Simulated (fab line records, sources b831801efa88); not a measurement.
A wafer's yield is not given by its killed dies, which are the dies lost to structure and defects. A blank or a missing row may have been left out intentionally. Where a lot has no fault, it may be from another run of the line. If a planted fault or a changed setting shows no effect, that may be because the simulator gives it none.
Which tool did it? / flow gf180mcu / 41 wafers from 14 lots sampled at 3 of the route's 602 steps

== WHAT THE GAUGES READ, wafer by wafer ==
GF_VT_IMPLANT_OVL_MEAS_40. Usual: VT_IMPLANT_03_OVL typically reads 0.7 nm, with standard deviation 1.2.
lot=L946; measured=day 7 21:25; on=overlay-01; VT_IMPLANT_03_OVL (nm)=0.5 1.9 0.0; flag=
lot=L947; measured=day 8 05:13; on=overlay-02; VT_IMPLANT_03_OVL (nm)=0.9 0.2 1.4; flag=
lot=L949; measured=day 8 20:20; on=overlay-01; VT_IMPLANT_03_OVL (nm)=1.0 0.3 0.9; flag=
lot=L950; measured=day 8 23:08; on=overlay-02; VT_IMPLANT_03_OVL (nm)=1.9 1.2 0.2; flag=
lot=L951; measured=day 9 07:25; on=overlay-02; VT_IMPLANT_03_OVL (nm)=1.1 1.4 1.2; flag=
lot=L952; measured=day 9 08:41; on=overlay-02; VT_IMPLANT_03_OVL (nm)=0.7 -1.1 -0.3; flag=
lot=L955; measured=day 10 10:04; on=overlay-01; VT_IMPLANT_03_OVL (nm)=-0.1 0.9 1.3; flag=
lot=L956; measured=day 10 12:22; on=overlay-02; VT_IMPLANT_03_OVL (nm)=1.4 1.5 1.0; flag=
lot=L957; measured=day 10 22:21; on=overlay-02; VT_IMPLANT_03_OVL (nm)=0.1 2.2 1.7; flag=
lot=L959; measured=day 11 11:28; on=overlay-02; VT_IMPLANT_03_OVL (nm)=2.2 2.3; flag=
lot=L960; measured=day 11 18:44; on=overlay-01; VT_IMPLANT_03_OVL (nm)=-0.4 0.5 -0.8; flag=
lot=L961; measured=day 12 00:57; on=overlay-02; VT_IMPLANT_03_OVL (nm)=-0.2 1.0 1.6; flag=
lot=L962; measured=day 12 07:43; on=overlay-02; VT_IMPLANT_03_OVL (nm)=0.6 1.2 0.2; flag=
lot=L963; measured=day 12 14:51; on=overlay-02; VT_IMPLANT_03_OVL (nm)=-0.4 0.3 -1.1; flag=

== EACH LOT AND THE TOOL THAT RAN IT (in order: tool; ch and the chambers of the sampled wafers; start) ==
lot=L946; GF_STI_ETCH_14=rieSi-01 ch 1,2,3, day 2 08:49; GF_VT_IMPLANT_STRIP_09=plasmaAsher-03 ch 0,1, day 5 23:28
lot=L947; GF_STI_ETCH_14=rieSi-02 ch 0,2,3, day 2 12:32; GF_VT_IMPLANT_STRIP_09=plasmaAsher-01 ch 0,1, day 6 06:25
lot=L949; GF_STI_ETCH_14=rieSi-01 ch 0,2, day 3 00:08; GF_VT_IMPLANT_STRIP_09=plasmaAsher-01 ch 1, day 6 20:05
lot=L950; GF_STI_ETCH_14=rieSi-01 ch 1,3, day 3 05:01; GF_VT_IMPLANT_STRIP_09=plasmaAsher-03 ch 0,1, day 6 22:29
lot=L951; GF_STI_ETCH_14=rieSi-01 ch 2,3, day 3 09:14; GF_VT_IMPLANT_STRIP_09=plasmaAsher-04 ch 0,1, day 7 05:52
lot=L952; GF_STI_ETCH_14=rieSi-02 ch 0,2,3, day 3 14:05; GF_VT_IMPLANT_STRIP_09=plasmaAsher-04 ch 0,1, day 7 07:59
lot=L955; GF_STI_ETCH_14=rieSi-02 ch 0,2,3, day 4 05:40; GF_VT_IMPLANT_STRIP_09=plasmaAsher-04 ch 0,1, day 8 05:43
lot=L956; GF_STI_ETCH_14=rieSi-01 ch 0,3, day 4 10:01; GF_VT_IMPLANT_STRIP_09=plasmaAsher-03 ch 0,1, day 8 08:17
lot=L957; GF_STI_ETCH_14=rieSi-01 ch 2,3, day 4 15:44; GF_VT_IMPLANT_STRIP_09=plasmaAsher-04 ch 0,1, day 8 17:13
lot=L959; GF_STI_ETCH_14=rieSi-02 ch 0,1, day 5 01:07; GF_VT_IMPLANT_STRIP_09=plasmaAsher-01 ch 0,1, day 9 04:56
lot=L960; GF_STI_ETCH_14=rieSi-02 ch 0,1,2, day 5 07:47; GF_VT_IMPLANT_STRIP_09=plasmaAsher-03 ch 0,1, day 9 11:58
lot=L961; GF_STI_ETCH_14=rieSi-02 ch 0,1,2, day 5 11:42; GF_VT_IMPLANT_STRIP_09=plasmaAsher-01 ch 0,1, day 9 17:14
lot=L962; GF_STI_ETCH_14=rieSi-02 ch 2,3, day 5 17:47; GF_VT_IMPLANT_STRIP_09=plasmaAsher-01 ch 0,1, day 9 23:13
lot=L963; GF_STI_ETCH_14=rieSi-01 ch 1,2,3, day 5 21:57; GF_VT_IMPLANT_STRIP_09=plasmaAsher-03 ch 0,1, day 10 06:07
- GF_STI_ETCH_14: etches Si in HBr/Cl2/O2, target depth 360 nm, time 102.9 s.
- GF_VT_IMPLANT_STRIP_09: strips in O2/N2.

== WHAT THE TOOLS THEMSELVES READ (means of the sampled wafers that have a number; where no wafer has one, the mark that the record gives instead) ==
GF_STI_ETCH_14. Usual: drypumpMotorCurrentA 6.0 A, standard deviation 0.55; oesProductAu 1.003 a.u., standard deviation 0.0081; throttleValvePct 25.656 %, standard deviation 0.01.
lot=L946; tool=rieSi-01; drypumpMotorCurrentA (A)=6.0; oesProductAu (a.u.)=1.003; throttleValvePct (%)=25.666; flag=
lot=L947; tool=rieSi-02; drypumpMotorCurrentA (A)=6.2; oesProductAu (a.u.)=1.010; throttleValvePct (%)=25.661; flag=
lot=L949; tool=rieSi-01; drypumpMotorCurrentA (A)=5.7; oesProductAu (a.u.)=0.996; throttleValvePct (%)=25.654; flag=
lot=L950; tool=rieSi-01; drypumpMotorCurrentA (A)=6.1; oesProductAu (a.u.)=0.997; throttleValvePct (%)=25.666; flag=
lot=L951; tool=rieSi-01; drypumpMotorCurrentA (A)=6.0; oesProductAu (a.u.)=1.004; throttleValvePct (%)=25.660; flag=
lot=L952; tool=rieSi-02; drypumpMotorCurrentA (A)=6.2; oesProductAu (a.u.)=1.007; throttleValvePct (%)=25.655; flag=
lot=L955; tool=rieSi-02; drypumpMotorCurrentA (A)=6.2; oesProductAu (a.u.)=1.009; throttleValvePct (%)=25.653; flag=
lot=L956; tool=rieSi-01; drypumpMotorCurrentA (A)=5.3; oesProductAu (a.u.)=0.997; throttleValvePct (%)=25.661; flag=
lot=L957; tool=rieSi-01; drypumpMotorCurrentA (A)=6.0; oesProductAu (a.u.)=1.003; throttleValvePct (%)=25.648; flag=
lot=L959; tool=rieSi-02; drypumpMotorCurrentA (A)=6.2; oesProductAu (a.u.)=1.002; throttleValvePct (%)=25.652; flag=
lot=L960; tool=rieSi-02; drypumpMotorCurrentA (A)=6.1; oesProductAu (a.u.)=1.014; throttleValvePct (%)=25.643; flag=
lot=L961; tool=rieSi-02; drypumpMotorCurrentA (A)=6.1; oesProductAu (a.u.)=1.001; throttleValvePct (%)=25.652; flag=
lot=L962; tool=rieSi-02; drypumpMotorCurrentA (A)=6.4; oesProductAu (a.u.)=1.003; throttleValvePct (%)=25.654; flag=
lot=L963; tool=rieSi-01; drypumpMotorCurrentA (A)=6.0; oesProductAu (a.u.)=0.997; throttleValvePct (%)=25.657; flag=

GF_VT_IMPLANT_STRIP_09. Usual: drypumpMotorCurrentA 5.73 A, standard deviation 0.23; heaterPowerW 329 W, standard deviation 37; oesProductAu 0.716 a.u., standard deviation 0.0045; stripTimeToEndpointS 12.61 s, standard deviation 0.038.
lot=L946; tool=plasmaAsher-03; drypumpMotorCurrentA (A)=5.64; heaterPowerW (W)=314; oesProductAu (a.u.)=0.713; stripTimeToEndpointS (s)=12.64; flag=
lot=L947; tool=plasmaAsher-01; drypumpMotorCurrentA (A)=5.64; heaterPowerW (W)=355; oesProductAu (a.u.)=0.720; stripTimeToEndpointS (s)=12.61; flag=
lot=L949; tool=plasmaAsher-01; drypumpMotorCurrentA (A)=5.58; heaterPowerW (W)=392; oesProductAu (a.u.)=0.713; stripTimeToEndpointS (s)=12.62; flag=
lot=L950; tool=plasmaAsher-03; drypumpMotorCurrentA (A)=5.53; heaterPowerW (W)=327; oesProductAu (a.u.)=0.718; stripTimeToEndpointS (s)=12.66; flag=
lot=L951; tool=plasmaAsher-04; drypumpMotorCurrentA (A)=6.07; heaterPowerW (W)=329; oesProductAu (a.u.)=0.721; stripTimeToEndpointS (s)=12.69; flag=
lot=L952; tool=plasmaAsher-04; drypumpMotorCurrentA (A)=6.06; heaterPowerW (W)=329; oesProductAu (a.u.)=0.718; stripTimeToEndpointS (s)=12.60; flag=
lot=L955; tool=plasmaAsher-04; drypumpMotorCurrentA (A)=6.08; heaterPowerW (W)=324; oesProductAu (a.u.)=0.716; stripTimeToEndpointS (s)=12.62; flag=
lot=L956; tool=plasmaAsher-03; drypumpMotorCurrentA (A)=5.63; heaterPowerW (W)=308; oesProductAu (a.u.)=0.717; stripTimeToEndpointS (s)=12.60; flag=
lot=L957; tool=plasmaAsher-04; drypumpMotorCurrentA (A)=6.05; heaterPowerW (W)=334; oesProductAu (a.u.)=0.709; stripTimeToEndpointS (s)=12.58; flag=
lot=L959; tool=plasmaAsher-01; drypumpMotorCurrentA (A)=5.69; heaterPowerW (W)=342; oesProductAu (a.u.)=0.716; stripTimeToEndpointS (s)=12.60; flag=
lot=L960; tool=plasmaAsher-03; drypumpMotorCurrentA (A)=5.64; heaterPowerW (W)=310; oesProductAu (a.u.)=0.711; stripTimeToEndpointS (s)=12.65; flag=
lot=L961; tool=plasmaAsher-01; drypumpMotorCurrentA (A)=5.69; heaterPowerW (W)=325; oesProductAu (a.u.)=0.715; stripTimeToEndpointS (s)=12.57; flag=
lot=L962; tool=plasmaAsher-01; drypumpMotorCurrentA (A)=5.63; heaterPowerW (W)=354; oesProductAu (a.u.)=0.719; stripTimeToEndpointS (s)=12.59; flag=
lot=L963; tool=plasmaAsher-03; drypumpMotorCurrentA (A)=5.63; heaterPowerW (W)=308; oesProductAu (a.u.)=0.721; stripTimeToEndpointS (s)=12.61; flag=

== THE ANSWER, worked out from the rows above alone ==
Rule: a lot counts as off when the mean over its wafers that have a number is more than 3 standard deviations away from the usual mean. Also off: a lot with no number at a reading for which 4 or more lots have one. The other lots that the step has rows for count as sound. The gauges are gone through in route order, then the tools' own readings, and for those a lot's mean is taken as printed above. At the first step where some lot is off, the reading lying furthest off is the one used; lots without a number count as furthest.
No lot is off on any of the readings shown, so nothing can be concluded from this.

== WHAT HAD BEEN PUT IN BY THE SIMULATOR ==
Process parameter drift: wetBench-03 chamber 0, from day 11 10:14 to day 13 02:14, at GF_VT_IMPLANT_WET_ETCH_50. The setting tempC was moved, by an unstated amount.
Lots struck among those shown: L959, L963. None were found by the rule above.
